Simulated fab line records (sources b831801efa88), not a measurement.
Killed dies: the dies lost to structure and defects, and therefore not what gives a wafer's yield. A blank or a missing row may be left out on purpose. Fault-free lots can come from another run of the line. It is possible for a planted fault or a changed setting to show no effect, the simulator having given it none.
fab line records || flow sky130
record {"lots": 6, "wafers": 18, "lastDay": 49}
route steps=708 shown VT_ADJUST_HVTR@135 VT_ADJUST_PCH@143
lots that met no fault: taken from a fault-free run of the same line
startH: start of the lot's first displayed wafer, in hours after the record's first day || waitH: hours since the lot's step before || " the same as in the row above || L1.1+2: one row covering several wafers at once || - no value present, or no start provided || * or withheld: withheld || < > ~ a bound
route shown NAME@n: a module of which the file shows steps, and the number in the route of the first || usual: mean/standard deviation of fault-free wafers || same: alike in all rows || chamber/n: place in a boat || sites: readings site by site || _std_site: standard deviation across them || _edge_site: mean of outer sites minus mean of inner sites || radiusMm: how far each site lies from the wafer's centre || mask NAME#n: copy n || behind: the last tool/chamber to shape the wafer || hold: reason for holding the lot/hours on hold/outcome of the hold || device: whichever transistor did not switch (one of n, p or np) || end of line: the tests these same wafers got at the end of their route || where a step has no rows: the recipe by itself || killed: not the wafer's yield, but the dies lost to structure and defects at the first sort || map: shows each die of a wafer: x if killed, . if not, _ if none is there
set.NAME: the setting as run; set.NAME@STEP: as run at that earlier step || model.NAME: the simulator's own value behind a step, which no gauge read
lots seen at some steps along the route; tables by step, rows by wafer
services: when a tool's chamber went out of use (startH, in hours from the record's first day, below 0 if earlier), for how many hours, and the reason
## steps
# step SKY_VT_ADJUST_HVTR_EXPOSE_04
# recipe {"maskId": "HVTRM", "targetCdNm": 380, "na": 0.6, "sourceShape": "conventional", "sigmaOuter": 0.6, "doseMj": 150}
# step SKY_VT_ADJUST_HVTR_PEB_05
# recipe {"tempC": "withheld", "timeS": "*", "resist": "NOVOLAK"}
# step SKY_VT_ADJUST_HVTR_DEVELOP_06
# recipe {"developTimeS": 60, "devTempC": 23}
# step SKY_VT_ADJUST_HVTR_CD_MEAS_07
# recipe {"targetCdNm": 380}
# usual {"cdNm": "379.4/2.5"}
{"lot.wafer": "L427.1", "tool": "cdSem-02", "chamber": "-", "startH": 233.74, "waitH": 0.1, "cdNm": 377.9}
{"lot.wafer": "L427.2", "tool": "cdSem-02", "chamber": "-", "startH": 233.74, "waitH": 0.1, "cdNm": 378.8}
{"lot.wafer": "L427.3", "tool": "cdSem-02", "chamber": "-", "startH": 233.74, "waitH": 0.1, "cdNm": 380.9}
{"lot.wafer": "L429.2", "tool": "cdSem-01", "chamber": "-", "startH": 247.90, "waitH": 0.1, "cdNm": 380.5}
{"lot.wafer": "L429.4", "tool": "cdSem-01", "chamber": "-", "startH": 247.90, "waitH": 0.1, "cdNm": 381.6}
{"lot.wafer": "L429.5", "tool": "cdSem-01", "chamber": "-", "startH": 247.90, "waitH": 0.1, "cdNm": 379.0}
{"lot.wafer": "L435.1", "tool": "cdSem-02", "chamber": "-", "startH": 302.38, "waitH": 0.1, "cdNm": 381.4}
{"lot.wafer": "L435.2", "tool": "cdSem-02", "chamber": "-", "startH": 302.38, "waitH": 0.1, "cdNm": 379.4}
{"lot.wafer": "L435.4", "tool": "cdSem-02", "chamber": "-", "startH": 302.38, "waitH": 0.1, "cdNm": 378.5}
{"lot.wafer": "L434.1", "tool": "cdSem-02", "chamber": "-", "startH": 303.18, "waitH": 0.1, "cdNm": 379.0}
{"lot.wafer": "L434.5", "tool": "cdSem-02", "chamber": "-", "startH": 303.18, "waitH": 0.1, "cdNm": 380.1}
{"lot.wafer": "L434.6", "tool": "cdSem-02", "chamber": "-", "startH": 303.18, "waitH": 0.1, "cdNm": 380.3}
{"lot.wafer": "L438.1", "tool": "cdSem-02", "chamber": "-", "startH": 319.38, "waitH": 0.1, "cdNm": 378.1}
{"lot.wafer": "L438.5", "tool": "cdSem-02", "chamber": "-", "startH": 319.38, "waitH": 0.1, "cdNm": 375.7}
{"lot.wafer": "L438.6", "tool": "cdSem-02", "chamber": "-", "startH": 319.38, "waitH": 0.1, "cdNm": 375.5}
{"lot.wafer": "L443.2", "tool": "cdSem-01", "chamber": "-", "startH": 344.90, "waitH": 0.1, "cdNm": 378.8}
{"lot.wafer": "L443.4", "tool": "cdSem-01", "chamber": "-", "startH": 344.90, "waitH": 0.1, "cdNm": 378.8}
{"lot.wafer": "L443.5", "tool": "cdSem-01", "chamber": "-", "startH": 344.90, "waitH": 0.1, "cdNm": 381.2}
# step SKY_VT_ADJUST_HVTR_OVL_MEAS_08
# usual {"VT_ADJUST_HVTR_OVL": "0.1/1.1"}
{"lot.wafer": "L427.1", "tool": "overlay-02", "chamber": "-", "startH": 233.86, "waitH": 0.1, "VT_ADJUST_HVTR_OVL[nm]": -0.3}
{"lot.wafer": "L427.2", "tool": "overlay-02", "chamber": "-", "startH": 233.86, "waitH": 0.1, "VT_ADJUST_HVTR_OVL[nm]": 0.7}
{"lot.wafer": "L427.3", "tool": "overlay-02", "chamber": "-", "startH": 233.86, "waitH": 0.1, "VT_ADJUST_HVTR_OVL[nm]": -0.3}
{"lot.wafer": "L429.2", "tool": "overlay-02", "chamber": "-", "startH": 248.01, "waitH": 0.1, "VT_ADJUST_HVTR_OVL[nm]": 1.2}
{"lot.wafer": "L429.4", "tool": "overlay-02", "chamber": "-", "startH": 248.01, "waitH": 0.1, "VT_ADJUST_HVTR_OVL[nm]": -0.7}
{"lot.wafer": "L429.5", "tool": "overlay-02", "chamber": "-", "startH": 248.01, "waitH": 0.1, "VT_ADJUST_HVTR_OVL[nm]": 0.4}
{"lot.wafer": "L435.1", "tool": "overlay-02", "chamber": "-", "startH": 302.50, "waitH": 0.1, "VT_ADJUST_HVTR_OVL[nm]": -0.1}
{"lot.wafer": "L435.2", "tool": "overlay-02", "chamber": "-", "startH": 302.50, "waitH": 0.1, "VT_ADJUST_HVTR_OVL[nm]": -0.9}
{"lot.wafer": "L435.4", "tool": "overlay-02", "chamber": "-", "startH": 302.50, "waitH": 0.1, "VT_ADJUST_HVTR_OVL[nm]": 0.4}
{"lot.wafer": "L434.1", "tool": "overlay-02", "chamber": "-", "startH": 303.30, "waitH": 0.1, "VT_ADJUST_HVTR_OVL[nm]": 1.2}
{"lot.wafer": "L434.5", "tool": "overlay-02", "chamber": "-", "startH": 303.30, "waitH": 0.1, "VT_ADJUST_HVTR_OVL[nm]": 1.7}
{"lot.wafer": "L434.6", "tool": "overlay-02", "chamber": "-", "startH": 303.30, "waitH": 0.1, "VT_ADJUST_HVTR_OVL[nm]": 0.1}
{"lot.wafer": "L438.1", "tool": "overlay-02", "chamber": "-", "startH": 319.50, "waitH": 0.1, "VT_ADJUST_HVTR_OVL[nm]": 0.1}
{"lot.wafer": "L438.5", "tool": "overlay-02", "chamber": "-", "startH": 319.50, "waitH": 0.1, "VT_ADJUST_HVTR_OVL[nm]": 1.7}
{"lot.wafer": "L438.6", "tool": "overlay-02", "chamber": "-", "startH": 319.50, "waitH": 0.1, "VT_ADJUST_HVTR_OVL[nm]": 1.9}
{"lot.wafer": "L443.2", "tool": "overlay-01", "chamber": "-", "startH": 345.01, "waitH": 0.1, "VT_ADJUST_HVTR_OVL[nm]": -0.7}
{"lot.wafer": "L443.4", "tool": "overlay-01", "chamber": "-", "startH": 345.01, "waitH": 0.1, "VT_ADJUST_HVTR_OVL[nm]": 0.6}
{"lot.wafer": "L443.5", "tool": "overlay-01", "chamber": "-", "startH": 345.01, "waitH": 0.1, "VT_ADJUST_HVTR_OVL[nm]": -2.2}
# step SKY_VT_ADJUST_HVTR_IMPLANT_09
# recipe {"species": "B", "energyKev": 10, "doseCm2": 2.1e+12, "tiltDeg": "withheld"}
# step SKY_VT_ADJUST_HVTR_STRIP_10
# recipe {"chemistry": "O2/N2", "powerW": 1400, "pressureMtorr": 1500, "platenTempC": "withheld", "o2FlowSccm": 3000, "n2FlowSccm": 300, "overashFraction": 0.5}
# usual {"drypumpMotorCurrentA": "5.45/0.19", "oesProductAu": "0.715/0.0045", "stripTimeToEndpointS": "14.18/0.04"}
{"lot.wafer": "L427.1", "tool": "plasmaAsher-03", "chamber": 1, "startH": 234.04, "waitH": 0.1, "drypumpMotorCurrentA": 5.39, "oesProductAu": 0.716, "rfHoursCounterH": 53, "stripTimeToEndpointS": 14.06}
{"lot.wafer": "L427.2", "tool": "plasmaAsher-03", "chamber": 0, "startH": 234.04, "waitH": 0.1, "drypumpMotorCurrentA": 5.28, "oesProductAu": 0.710, "rfHoursCounterH": 53, "stripTimeToEndpointS": 14.07}
{"lot.wafer": "L427.3", "tool": "plasmaAsher-03", "chamber": 0, "startH": 234.04, "waitH": 0.1, "drypumpMotorCurrentA": 5.27, "oesProductAu": 0.712, "rfHoursCounterH": "-", "stripTimeToEndpointS": 14.08}
{"lot.wafer": "L429.2", "tool": "plasmaAsher-03", "chamber": 1, "startH": 248.19, "waitH": 0.1, "drypumpMotorCurrentA": 5.39, "oesProductAu": 0.718, "rfHoursCounterH": 55, "stripTimeToEndpointS": 14.20}
{"lot.wafer": "L429.4", "tool": "plasmaAsher-03", "chamber": 1, "startH": 248.19, "waitH": 0.1, "drypumpMotorCurrentA": 5.39, "oesProductAu": 0.714, "rfHoursCounterH": "-", "stripTimeToEndpointS": 14.16}
{"lot.wafer": "L429.5", "tool": "plasmaAsher-03", "chamber": 1, "startH": 248.19, "waitH": 0.1, "drypumpMotorCurrentA": 5.39, "oesProductAu": 0.711, "rfHoursCounterH": "-", "stripTimeToEndpointS": 14.15}
{"lot.wafer": "L435.1", "tool": "plasmaAsher-04", "chamber": 1, "startH": 302.69, "waitH": 0.1, "drypumpMotorCurrentA": 5.81, "oesProductAu": 0.712, "rfHoursCounterH": 49, "stripTimeToEndpointS": 14.25}
{"lot.wafer": "L435.2", "tool": "plasmaAsher-04", "chamber": 0, "startH": 302.69, "waitH": 0.1, "drypumpMotorCurrentA": 5.41, "oesProductAu": 0.718, "rfHoursCounterH": 49, "stripTimeToEndpointS": 14.19}
{"lot.wafer": "L435.4", "tool": "plasmaAsher-04", "chamber": 1, "startH": 302.69, "waitH": 0.1, "drypumpMotorCurrentA": 5.79, "oesProductAu": 0.718, "rfHoursCounterH": "-", "stripTimeToEndpointS": 14.21}
{"lot.wafer": "L434.1", "tool": "plasmaAsher-04", "chamber": 0, "startH": 303.49, "waitH": 0.1, "drypumpMotorCurrentA": 5.43, "oesProductAu": 0.718, "rfHoursCounterH": 49, "stripTimeToEndpointS": 14.18}
{"lot.wafer": "L434.5", "tool": "plasmaAsher-04", "chamber": 1, "startH": 303.49, "waitH": 0.1, "drypumpMotorCurrentA": 5.82, "oesProductAu": 0.712, "rfHoursCounterH": "-", "stripTimeToEndpointS": 14.17}
{"lot.wafer": "L434.6", "tool": "plasmaAsher-04", "chamber": 0, "startH": 303.49, "waitH": 0.1, "drypumpMotorCurrentA": 5.44, "oesProductAu": 0.715, "rfHoursCounterH": "-", "stripTimeToEndpointS": 14.18}
{"lot.wafer": "L438.1", "tool": "plasmaAsher-04", "chamber": 1, "startH": 319.69, "waitH": 0.1, "drypumpMotorCurrentA": 5.82, "oesProductAu": 0.715, "rfHoursCounterH": 50, "stripTimeToEndpointS": 14.16}
{"lot.wafer": "L438.5", "tool": "plasmaAsher-04", "chamber": 1, "startH": 319.69, "waitH": 0.1, "drypumpMotorCurrentA": 5.82, "oesProductAu": 0.714, "rfHoursCounterH": "-", "stripTimeToEndpointS": 14.19}
{"lot.wafer": "L438.6", "tool": "plasmaAsher-04", "chamber": 0, "startH": 319.69, "waitH": 0.1, "drypumpMotorCurrentA": 5.44, "oesProductAu": 0.716, "rfHoursCounterH": "-", "stripTimeToEndpointS": 14.21}
{"lot.wafer": "L443.2", "tool": "plasmaAsher-03", "chamber": 0, "startH": 345.19, "waitH": 0.1, "drypumpMotorCurrentA": 5.30, "oesProductAu": 0.718, "rfHoursCounterH": 64, "stripTimeToEndpointS": 14.17}
{"lot.wafer": "L443.4", "tool": "plasmaAsher-03", "chamber": 0, "startH": 345.19, "waitH": 0.1, "drypumpMotorCurrentA": 5.26, "oesProductAu": 0.717, "rfHoursCounterH": "-", "stripTimeToEndpointS": 14.21}
{"lot.wafer": "L443.5", "tool": "plasmaAsher-03", "chamber": 0, "startH": 345.19, "waitH": 0.1, "drypumpMotorCurrentA": 5.26, "oesProductAu": 0.723, "rfHoursCounterH": "-", "stripTimeToEndpointS": 14.17}
# step SKY_VT_ADJUST_HVTR_TW_MEAS_11
# usual {"VT_ADJUST_HVTR_TW": "208.5/1.2"}
{"lot.wafer": "L427.1", "tool": "filmMetro-04", "chamber": "-", "startH": 234.14, "waitH": 0.1, "VT_ADJUST_HVTR_TW": 209.4}
{"lot.wafer": "L427.2", "tool": "filmMetro-04", "chamber": "-", "startH": 234.14, "waitH": 0.1, "VT_ADJUST_HVTR_TW": 208.9}
{"lot.wafer": "L427.3", "tool": "filmMetro-04", "chamber": "-", "startH": 234.14, "waitH": 0.1, "VT_ADJUST_HVTR_TW": 208.8}
{"lot.wafer": "L429.2", "tool": "filmMetro-01", "chamber": "-", "startH": 248.30, "waitH": 0.1, "VT_ADJUST_HVTR_TW": 209.1}
{"lot.wafer": "L429.4", "tool": "filmMetro-01", "chamber": "-", "startH": 248.30, "waitH": 0.1, "VT_ADJUST_HVTR_TW": 210.0}
{"lot.wafer": "L429.5", "tool": "filmMetro-01", "chamber": "-", "startH": 248.30, "waitH": 0.1, "VT_ADJUST_HVTR_TW": 209.0}
{"lot.wafer": "L435.1", "tool": "filmMetro-03", "chamber": "-", "startH": 302.79, "waitH": 0.1, "VT_ADJUST_HVTR_TW": 207.7}
{"lot.wafer": "L435.2", "tool": "filmMetro-03", "chamber": "-", "startH": 302.79, "waitH": 0.1, "VT_ADJUST_HVTR_TW": 206.8}
{"lot.wafer": "L435.4", "tool": "filmMetro-03", "chamber": "-", "startH": 302.79, "waitH": 0.1, "VT_ADJUST_HVTR_TW": 207.5}
{"lot.wafer": "L434.1", "tool": "filmMetro-01", "chamber": "-", "startH": 303.59, "waitH": 0.1, "VT_ADJUST_HVTR_TW": 207.0}
{"lot.wafer": "L434.5", "tool": "filmMetro-01", "chamber": "-", "startH": 303.59, "waitH": 0.1, "VT_ADJUST_HVTR_TW": 209.0}
{"lot.wafer": "L434.6", "tool": "filmMetro-01", "chamber": "-", "startH": 303.59, "waitH": 0.1, "VT_ADJUST_HVTR_TW": 208.4}
{"lot.wafer": "L438.1", "tool": "filmMetro-04", "chamber": "-", "startH": 319.79, "waitH": 0.1, "VT_ADJUST_HVTR_TW": 208.9}
{"lot.wafer": "L438.5", "tool": "filmMetro-04", "chamber": "-", "startH": 319.79, "waitH": 0.1, "VT_ADJUST_HVTR_TW": 210.3}
{"lot.wafer": "L438.6", "tool": "filmMetro-04", "chamber": "-", "startH": 319.79, "waitH": 0.1, "VT_ADJUST_HVTR_TW": 209.1}
{"lot.wafer": "L443.2", "tool": "filmMetro-01", "chamber": "-", "startH": 345.30, "waitH": 0.1, "VT_ADJUST_HVTR_TW": 207.1}
{"lot.wafer": "L443.4", "tool": "filmMetro-01", "chamber": "-", "startH": 345.30, "waitH": 0.1, "VT_ADJUST_HVTR_TW": 206.6}
{"lot.wafer": "L443.5", "tool": "filmMetro-01", "chamber": "-", "startH": 345.30, "waitH": 0.1, "VT_ADJUST_HVTR_TW": 208.9}
# step SKY_VT_ADJUST_PCH_DEHYDRATE_00
# recipe {"tempC": 200, "timeS": 60}
# step SKY_VT_ADJUST_PCH_HMDS_01
# recipe {"primeTimeS": 60, "primeTempC": 120}
# step SKY_VT_ADJUST_PCH_COAT_02
# recipe {"spinRpm": 2000, "resistThkNm": 3000}
# step SKY_VT_ADJUST_PCH_SOFTBAKE_03
# recipe {"tempC": 110, "timeS": "withheld"}
# step SKY_VT_ADJUST_PCH_EXPOSE_04
# recipe {"maskId": "NWM", "na": 0.6, "sourceShape": "conventional", "sigmaOuter": 0.6, "polarization": "unpolarized", "targetCdNm": 840, "doseMj": 255}
# usual {"exposureDoseMJCm2": "254.94/0.24", "focusOffsetNm": "0.0/0.53"}
{"lot.wafer": "L427.1", "tool": "ilineStepper-01", "chamber": 0, "startH": 245.81, "waitH": "-", "mask": "NWM#0", "exposureDoseMJCm2": 254.66, "focusOffsetNm": 0.4}
{"lot.wafer": "L427.2", "tool": "ilineStepper-01", "chamber": 0, "startH": 245.81, "waitH": "-", "mask": "NWM#0", "exposureDoseMJCm2": 254.78, "focusOffsetNm": -0.5}
{"lot.wafer": "L427.3", "tool": "ilineStepper-01", "chamber": 0, "startH": 245.81, "waitH": "-", "mask": "NWM#0", "exposureDoseMJCm2": 254.42, "focusOffsetNm": -1.0}
{"lot.wafer": "L429.2", "tool": "ilineStepper-02", "chamber": 0, "startH": 260.35, "waitH": "-", "mask": "NWM#0", "exposureDoseMJCm2": 255.21, "focusOffsetNm": -0.6}
{"lot.wafer": "L429.4", "tool": "ilineStepper-02", "chamber": 0, "startH": 260.35, "waitH": "-", "mask": "NWM#0", "exposureDoseMJCm2": 255.26, "focusOffsetNm": -0.3}
{"lot.wafer": "L429.5", "tool": "ilineStepper-02", "chamber": 0, "startH": 260.35, "waitH": "-", "mask": "NWM#0", "exposureDoseMJCm2": 255.08, "focusOffsetNm": 0.2}
{"lot.wafer": "L435.1", "tool": "ilineStepper-01", "chamber": "-", "startH": 315.84, "waitH": "-", "mask": "NWM#0", "exposureDoseMJCm2": "-", "focusOffsetNm": "-"}
{"lot.wafer": "L435.2", "tool": "ilineStepper-01", "chamber": "-", "startH": 315.84, "waitH": "-", "mask": "NWM#0", "exposureDoseMJCm2": "-", "focusOffsetNm": "-"}
{"lot.wafer": "L435.4", "tool": "ilineStepper-01", "chamber": "-", "startH": 315.84, "waitH": "-", "mask": "NWM#0", "exposureDoseMJCm2": "-", "focusOffsetNm": "-"}
{"lot.wafer": "L434.1", "tool": "ilineStepper-01", "chamber": "-", "startH": 316.37, "waitH": "-", "mask": "NWM#0", "exposureDoseMJCm2": "-", "focusOffsetNm": "-"}
{"lot.wafer": "L434.5", "tool": "ilineStepper-01", "chamber": "-", "startH": 316.37, "waitH": "-", "mask": "NWM#0", "exposureDoseMJCm2": "-", "focusOffsetNm": "-"}
{"lot.wafer": "L434.6", "tool": "ilineStepper-01", "chamber": "-", "startH": 316.37, "waitH": "-", "mask": "NWM#0", "exposureDoseMJCm2": "-", "focusOffsetNm": "-"}
{"lot.wafer": "L438.1", "tool": "ilineStepper-02", "chamber": 0, "startH": 333.08, "waitH": "-", "mask": "NWM#0", "exposureDoseMJCm2": 255.27, "focusOffsetNm": 0.0}
{"lot.wafer": "L438.5", "tool": "ilineStepper-02", "chamber": 0, "startH": 333.08, "waitH": "-", "mask": "NWM#0", "exposureDoseMJCm2": 254.66, "focusOffsetNm": -0.6}
{"lot.wafer": "L438.6", "tool": "ilineStepper-02", "chamber": 0, "startH": 333.08, "waitH": "-", "mask": "NWM#0", "exposureDoseMJCm2": 254.84, "focusOffsetNm": -0.3}
{"lot.wafer": "L443.2", "tool": "ilineStepper-02", "chamber": 0, "startH": 359.03, "waitH": "-", "mask": "NWM#0", "exposureDoseMJCm2": 254.78, "focusOffsetNm": -0.1}
{"lot.wafer": "L443.4", "tool": "ilineStepper-02", "chamber": 0, "startH": 359.03, "waitH": "-", "mask": "NWM#0", "exposureDoseMJCm2": 255.24, "focusOffsetNm": 0.2}
{"lot.wafer": "L443.5", "tool": "ilineStepper-02", "chamber": 0, "startH": 359.03, "waitH": "-", "mask": "NWM#0", "exposureDoseMJCm2": 255.36, "focusOffsetNm": -0.1}
# step SKY_VT_ADJUST_PCH_PEB_05
# recipe {"tempC": 115, "timeS": "withheld"}
## services
{"tool": "plasmaAsher-03", "chamber": "-", "startH": 217.27, "hours": 15.6, "kind": "pm"}
{"tool": "ilineStepper-02", "chamber": "-", "startH": 239.94, "hours": 1.7, "kind": "pm"}
{"tool": "plasmaAsher-04", "chamber": "-", "startH": 242.65, "hours": 4.0, "kind": "pm"}
{"tool": "ilineStepper-02", "chamber": "-", "startH": 250.04, "hours": 6.5, "kind": "repair"}
{"tool": "ilineStepper-02", "chamber": 0, "startH": 270.53, "hours": "-", "kind": "calibration"}
{"tool": "ilineStepper-01", "chamber": "-", "startH": 291.32, "hours": "-", "kind": "consumableReplace:lamp"}
{"tool": "ilineStepper-01", "chamber": 0, "startH": 306.03, "hours": "-", "kind": "calibration"}
{"tool": "ilineStepper-01", "chamber": "-", "startH": 317.65, "hours": "-", "kind": "calibration"}
{"tool": "ilineStepper-01", "chamber": "-", "startH": 336.40, "hours": 7.9, "kind": "repair"}
{"tool": "plasmaAsher-04", "chamber": "-", "startH": 341.74, "hours": 3.7, "kind": "repair"}
## key
firstSign {"step": "SKY_VT_ADJUST_PCH_EXPOSE_04", "reading": "toolRecord", "direction": "missing"}
effect none on later readings
metAt SKY_VT_ADJUST_PCH_EXPOSE_04
struckWafers L434.1,L434.5,L434.6,L435.1,L435.2,L435.4
sortLeftOut L434.1,L434.5,L434.6,L435.1,L435.2,L435.4
testerLeftOut L434,L435
onsetBetween 245.81 315.84
fault {"kind": "skippedStepWhole", "tool": "ilineStepper-01", "chamber": "-", "onsetH": 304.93, "steps": "SKY_VT_ADJUST_PCH_EXPOSE_04", "scope": "struckLotsOnly"}
# testerLeftOut: of these lots the tester's yield and bins aren't shown, on N5 and GAA mostly nor the transistor test; their killed dies are dies lost to structure and defects alone, not to doping, threshold or leakage, so they don't give the yield
# sortLeftOut: the simulated sort isn't trusted on such a fault, so these wafers' sort isn't shown, and their yield isn't known
